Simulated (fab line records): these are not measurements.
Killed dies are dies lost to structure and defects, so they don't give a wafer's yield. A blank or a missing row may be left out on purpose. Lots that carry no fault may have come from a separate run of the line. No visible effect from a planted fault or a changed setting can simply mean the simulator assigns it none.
fab line records    flow sky130
record lots=5  wafers=15  last_day=50
route steps=708 shown VIA3@586 METAL4@598
lots untouched by any fault: they come from a run of this same line in which no faults occurred
start_h: start of the lot's first displayed wafer, in hours after the record's first day    wait_h: hours since the lot's step before    " same as the row above    L1.1+2: several wafers, shown together as one row    - value missing, or start not given    * or withheld: withheld    < > ~ a bound
route shown NAME@n: a module of which the file shows steps, and the number in the route of the first    usual: mean/standard deviation of fault-free wafers    same: alike in all rows    chamber/n: place in a boat    sites: per-site readings    _std_site: the values' standard deviation    _edge_site: mean of outer sites minus mean of inner sites    radius_mm: for every site, how far away it sits from the centre of the wafer    mask NAME#n: copy n    behind: the last tool/chamber to shape the wafer    hold: why the lot was held/for how many hours/how that ended    device: the n, p or np transistor that did not switch    end of line: at the end of the route, the tests of the same wafers    for a step that has no rows: nothing shown but its recipe    killed: at the first sort, the dies lost to defects and structure; wafer yield is something else    map: a wafer's dies, x killed, . not, _ none there
set.NAME: the setting as run; set.NAME@STEP: as run at that earlier step    model.NAME: the simulator's own value behind a step, which no gauge read
lots seen at some steps along the route; tables by step, rows by wafer
services: when a tool's chamber went out of use (start_h, in hours from the record's first day, below 0 if earlier), for how many hours, and the reason
## steps
# step SKY_VIA3_OVL_MEAS_13
# usual VIA3_OVL=2/6.2
lot.wafer  tool        chamber  start_h  wait_h  VIA3_OVL[nm]
L461.3     overlay-02  -        948.21   0.1     4
L461.4     "           -        "        "       5
L461.6     "           -        "        "       1
L466.2     overlay-01  -        985.93   0.1     -2
L466.3     "           -        "        "       0
L466.6     "           -        "        "       -3
L477.1     overlay-02  -        1052.24  0.1     -4
L477.3     "           -        "        "       -8
L477.5     "           -        "        "       -4
L482.2     overlay-01  -        1083.15  0.1     13
L482.5     "           -        "        "       12
L482.6     "           -        "        "       19
L483.1     overlay-01  -        1084.94  0.1     5
L483.5     "           -        "        "       1
L483.6     "           -        "        "       -6
# step SKY_VIA3_ETCH_14
# recipe chemistry=N2/H2  target=BARC  ion_energy_ev=200  source_w=500  bias_w=100  pressure_mtorr=30  n2_flow_sccm=100  h2_flow_sccm=200  stop_on=SiO2  time_s=45.9  target_depth_a=600
# usual drypump_motor_current_A=5.8/0.43  oes_product_au=0.854/0.0041  rf_fwd_power_W=495.1/2  throttle_valve_pct=13.226/0.009
lot.wafer  tool         chamber  start_h  wait_h  drypump_motor_current_A  oes_product_au  rf_fwd_power_W  rf_hours_counter_h  throttle_valve_pct
L461.3     rie_diel-04  1        948.23   0.0     5.9                      0.860           497.5           8                   13.231
L461.4     "            3        "        "       5.3                      0.859           499.1           21                  13.223
L461.6     "            0        "        "       6.3                      0.853           495.5           -                   13.238
L466.2     rie_diel-03  3        985.96   0.0     5.2                      0.852           493.8           16                  13.230
L466.3     "            1        "        "       6.6                      0.856           498.1           19                  13.219
L466.6     "            3        "        "       5.2                      0.858           493.0           -                   13.211
L477.1     rie_diel-04  3        1052.28  0.0     5.3                      0.858           496.2           24                  13.226
L477.3     "            1        "        "       5.9                      0.859           490.4           11                  13.222
L477.5     "            0        "        "       6.3                      0.857           497.9           -                   13.221
L482.2     rie_diel-04  2        1083.18  0.0     5.7                      0.844           496.2           9                   13.217
L482.5     "            1        "        "       5.8                      0.857           493.0           -                   13.216
L482.6     "            0        "        "       6.3                      0.858           496.4           -                   13.222
L483.1     rie_diel-01  1        1084.98  0.0     5.7                      0.850           493.6           9                   13.233
L483.5     "            3        "        "       5.5                      0.848           492.5           -                   13.239
L483.6     "            2        "        "       5.5                      0.853           496.8           -                   13.218
# step SKY_VIA3_ETCH_15
# recipe target=SiO2  chemistry=C4F8/O2/Ar  target_depth_nm=507  stop_on=TiN  mask_material=KrF-thick  source_w=1500  bias_w=1200  pressure_mtorr=40  c4f8_flow_sccm=withheld  O2_flow_sccm=6  Ar_flow_sccm=300  time_s=78
# step SKY_VIA3_STRIP_16
# recipe chemistry=O2/N2  power_w=1400  pressure_mtorr=1500  platen_temp_c=withheld  o2_flow_sccm=3000  n2_flow_sccm=300  overash_fraction=0.5
# usual drypump_motor_current_A=5.4/0.38  oes_product_au=0.402/0.0047  strip_time_to_endpoint_s=4.13/0.031
lot.wafer  tool             chamber  start_h  wait_h  drypump_motor_current_A  oes_product_au  rf_hours_counter_h  strip_time_to_endpoint_s
L461.3     plasma_asher-03  1        948.36   0.1     5.3                      0.403           -                   4.11
L461.4     "                0        "        "       5.3                      0.399           -                   4.13
L461.6     "                1        "        "       5.2                      0.397           -                   4.15
L466.2     plasma_asher-01  0        986.06   0.0     6.1                      0.400           54                  4.14
L466.3     "                1        "        "       5.0                      0.397           -                   4.12
L466.6     "                1        "        "       5.0                      0.403           -                   4.14
L477.1     plasma_asher-03  1        1052.38  0.0     5.2                      0.408           94                  4.13
L477.3     "                0        "        "       5.3                      0.409           -                   4.15
L477.5     "                1        "        "       5.3                      0.401           -                   4.14
L482.2     plasma_asher-03  1        1083.28  0.0     5.2                      0.401           97                  4.03
L482.5     "                1        "        "       5.2                      0.398           -                   4.13
L482.6     "                0        "        "       5.3                      0.395           -                   4.11
L483.1     plasma_asher-01  1        1085.08  0.0     5.0                      0.398           64                  4.10
L483.5     "                0        "        "       6.1                      0.403           -                   4.12
L483.6     "                1        "        "       5.0                      0.405           -                   4.17
# step SKY_VIA3_STRIP_17
# recipe chemistry=post_etch_residue_remover  time_s=1200  temp_c=72.5
# step SKY_VIA3_CLEAN_18
# recipe chemistry=IPA  time_s=180  temp_c=25
# step SKY_VIA3_CLEAN_19
# recipe chemistry=O3/DIW  dry=n2_spin
# step SKY_VIA3_SPUTTER_20
# recipe material=TiN  target_thk_nm=20  chamber_pressure_pa=5  power_w=4000  time_s=80
# usual chamber_pressure_pa=5.001/0.011  throttle_valve_pct=29.3/0.83
lot.wafer  tool            chamber  start_h  wait_h  chamber_pressure_pa  throttle_valve_pct
L461.3     pvd_sputter-02  -        948.99   0.0     5.006                30.2
L461.4     "               -        "        "       4.985                28.6
L461.6     "               -        "        "       4.989                28.8
L466.2     pvd_sputter-02  -        986.66   0.0     5.008                30.2
L466.3     "               -        "        "       5.002                29.1
L466.6     "               -        "        "       5.009                30.2
L477.1     pvd_sputter-03  -        1052.99  0.0     5.013                29.3
L477.3     "               -        "        "       5.014                29.9
L477.5     "               -        "        "       5.019                29.7
L482.2     pvd_sputter-04  -        1083.89  0.0     4.992                30.0
L482.5     "               -        "        "       5.020                27.8
L482.6     "               -        "        "       4.993                30.8
L483.1     pvd_sputter-04  -        1085.75  0.0     5.008                31.0
L483.5     "               -        "        "       5.011                28.7
L483.6     "               -        "        "       5.019                31.1
# step SKY_VIA3_CVD_21
# recipe material=W  target_thk_nm=390  time_s=117.31  temp_c=400  pressure_torr=40
# usual heater_power_w=777/57
lot.wafer  tool      chamber  start_h  wait_h  heater_power_w
L461.3     cvd_w-02  0        949.09   0.1     809
L461.4     "         1        "        "       721
L461.6     "         1        "        "       714
L466.2     cvd_w-02  0        986.72   0.0     809
L466.3     "         0        "        "       832
L466.6     "         0        "        "       798
L477.1     cvd_w-01  1        1053.05  0.0     851
L477.3     "         1        "        "       836
L477.5     "         0        "        "       746
L482.2     cvd_w-02  1        1083.95  0.0     705
L482.5     "         1        "        "       697
L482.6     "         0        "        "       812
L483.1     cvd_w-01  0        1085.81  0.0     738
L483.5     "         1        "        "       873
L483.6     "         0        "        "       746
# step SKY_VIA3_RS_MEAS_22
# recipe thk_meas_gauge=four-point-probe  reads=W_of_VIA3_CVD_21+TiN_of_VIA3_SPUTTER_20
# usual VIA3_W_RS=0.293/0.0031
lot.wafer  tool           chamber  start_h  wait_h  VIA3_W_RS[ohm/sq]
L461.3     film_metro-02  -        949.22   0.1     0.293
L461.4     "              -        "        "       0.292
L461.6     "              -        "        "       0.296
L466.2     film_metro-03  -        986.86   0.1     0.299
L466.3     "              -        "        "       0.297
L466.6     "              -        "        "       0.296
L477.1     film_metro-02  -        1053.18  0.1     0.288
L477.3     "              -        "        "       0.291
L477.5     "              -        "        "       0.293
L482.2     film_metro-02  -        1084.09  0.1     0.292
L482.5     "              -        "        "       0.294
L482.6     "              -        "        "       0.292
L483.1     film_metro-02  -        1085.94  0.1     0.295
L483.5     "              -        "        "       0.290
L483.6     "              -        "        "       0.297
# step SKY_VIA3_THK_MEAS_23
# recipe thk_meas_gauge=xrf  reads=W_of_VIA3_CVD_21
# usual VIA3_W_THK=396/5.6
lot.wafer  tool           chamber  start_h  wait_h  VIA3_W_THK[nm]
L461.3     film_metro-02  -        949.32   0.1     392
L461.4     "              -        "        "       396
L461.6     "              -        "        "       392
L466.2     film_metro-03  -        986.97   0.1     387
L466.3     "              -        "        "       388
L466.6     "              -        "        "       389
L477.1     film_metro-02  -        1053.30  0.1     405
L477.3     "              -        "        "       403
L477.5     "              -        "        "       400
L482.2     film_metro-02  -        1084.20  0.1     393
L482.5     "              -        "        "       391
L482.6     "              -        "        "       395
L483.1     film_metro-02  -        1086.06  0.1     391
L483.5     "              -        "        "       397
L483.6     "              -        "        "       387
# step SKY_VIA3_CMP_24
# recipe stop_on=SiO2  t_overpolish_s=20  down_force_psi=3.5  platen_rpm=60  target_thk_nm=0  pad_velocity_m_s=0.94248
# usual head_pressure_psi=3.499/0.0077  motor_current_A=10.3/1.1  overpolish_run_s=19.999/0.0093  time_to_endpoint_s=96/3.6
lot.wafer  tool    chamber  start_h  wait_h  head_pressure_psi  motor_current_A  overpolish_run_s  time_to_endpoint_s
L461.4     cmp-01  3        949.36   0.0     3.502              10.7             19.998            92
L461.3     "       0        "        "       3.499              11.6             19.994            97
L461.6     "       3        "        "       3.496              10.7             20.007            92
L466.3     cmp-02  3        987.02   0.0     3.494              9.8              20.006            98
L466.2     "       1        "        "       3.496              11.4             20.015            98
L466.6     "       0        "        "       3.506              11.0             19.981            96
L477.1     cmp-01  3        1053.47  0.2     3.490              10.0             19.992            94
L477.3     "       2        "        "       3.498              9.7              19.986            101
L477.5     "       3        "        "       3.503              10.4             20.010            93
L482.2     cmp-02  3        1084.41  0.2     3.502              9.8              20.003            98
L482.6     "       1        "        "       3.495              11.0             20.009            96
L482.5     "       2        "        "       3.498              8.5              20.003            91
L483.1     cmp-02  1        1086.62  0.6     3.482              10.9             19.990            93
L483.5     "       2        "        "       3.485              8.8              19.986            91
L483.6     "       3        "        "       3.518              9.8              20.005            91
# step SKY_METAL4_SPUTTER_00
# recipe material=Ti  target_thk_nm=15  power_w=3000  time_s=10  chamber_pressure_pa=0.4
# usual chamber_pressure_pa=0.4000/0.00086  throttle_valve_pct=30.0/0.84
lot.wafer  tool            chamber  start_h  wait_h  chamber_pressure_pa  throttle_valve_pct  model.Ti_of_METAL4_SPUTTER_00.thk_nm
L461.3     pvd_sputter-01  -        949.66   0.2     0.3996               31.4                14.64
L461.4     "               -        "        "       0.3994               30.9                15.03
L461.6     "               -        "        "       0.3982               31.0                14.8
L466.2     pvd_sputter-03  -        987.32   0.1     0.3991               29.2                15.41
L466.3     "               -        "        "       0.3993               29.1                15.13
L466.6     "               -        "        "       0.4004               29.2                15.5
L477.1     pvd_sputter-03  -        1053.77  0.2     0.4007               29.8                14.38
L477.3     "               -        "        "       0.4008               28.9                14.85
L477.5     "               -        "        "       0.3999               30.1                14.85
L482.2     pvd_sputter-01  -        1084.61  0.1     0.4003               29.4                14.73
L482.5     "               -        "        "       0.3991               30.7                14.9
L482.6     "               -        "        "       0.3992               29.7                14.79
L483.1     pvd_sputter-02  -        1086.77  0.1     0.4006               30.5                14.85
L483.5     "               -        "        "       0.4005               29.2                14.98
L483.6     "               -        "        "       0.4007               28.3                14.74
# step SKY_METAL4_SPUTTER_01
# recipe material=TiN  target_thk_nm=20  power_w=6500  time_s=16.7  chamber_pressure_pa=0.4
## services
tool             chamber  start_h  hours  kind
rie_diel-03      1        930.80   9.1    repair
plasma_asher-01  -        940.01   4.2    repair
plasma_asher-03  -        949.55   1.3    repair
pvd_sputter-03   -        955.17   2.2    repair
pvd_sputter-04   -        970.04   1.4    repair
pvd_sputter-02   -        972.47   2.1    repair
rie_diel-04      -        974.63   4.3    pm
pvd_sputter-04   -        985.09   1.1    repair
pvd_sputter-04   -        989.58   3.3    repair
cmp-01           -        990.86   14.6   pm
pvd_sputter-01   -        994.09   2.0    repair
cmp-02           -        997.62   0.3    repair
cmp-01           -        1006.59  10.6   repair
rie_diel-04      2        1022.74  51.9   repair
cvd_w-01         -        1037.88  6.9    pm
cmp-02           -        1039.99  4.5    pm
rie_diel-04      1        1044.41  1.7    repair
plasma_asher-01  -        1050.13  1.3    repair
cmp-01           -        1058.55  3.5    repair
rie_diel-04      0        1058.81  2.9    repair
plasma_asher-01  -        1064.93  1.5    repair
cmp-01           -        1082.43  1.5    repair
pvd_sputter-03   -        1083.74  4.6    repair
cmp-01           -        1084.00  4.0    pm
## key
first_sign none at tools or gauges
model_effect step=SKY_METAL4_SPUTTER_00  value=Ti_of_METAL4_SPUTTER_00.thk_nm  without=14.88  struck=14.38
met_at SKY_METAL4_SPUTTER_00
struck_wafers L477.1
onset_between 987.32 1053.77
fault kind=process_parameter_drift  tool=pvd_sputter-03  chamber=-  onset_h=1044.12  steps=SKY_METAL4_SPUTTER_00  channel=time_s  offset=*  shape=step  end_h=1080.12  scope=struck_wafers_only  acts_in=*  stated=*
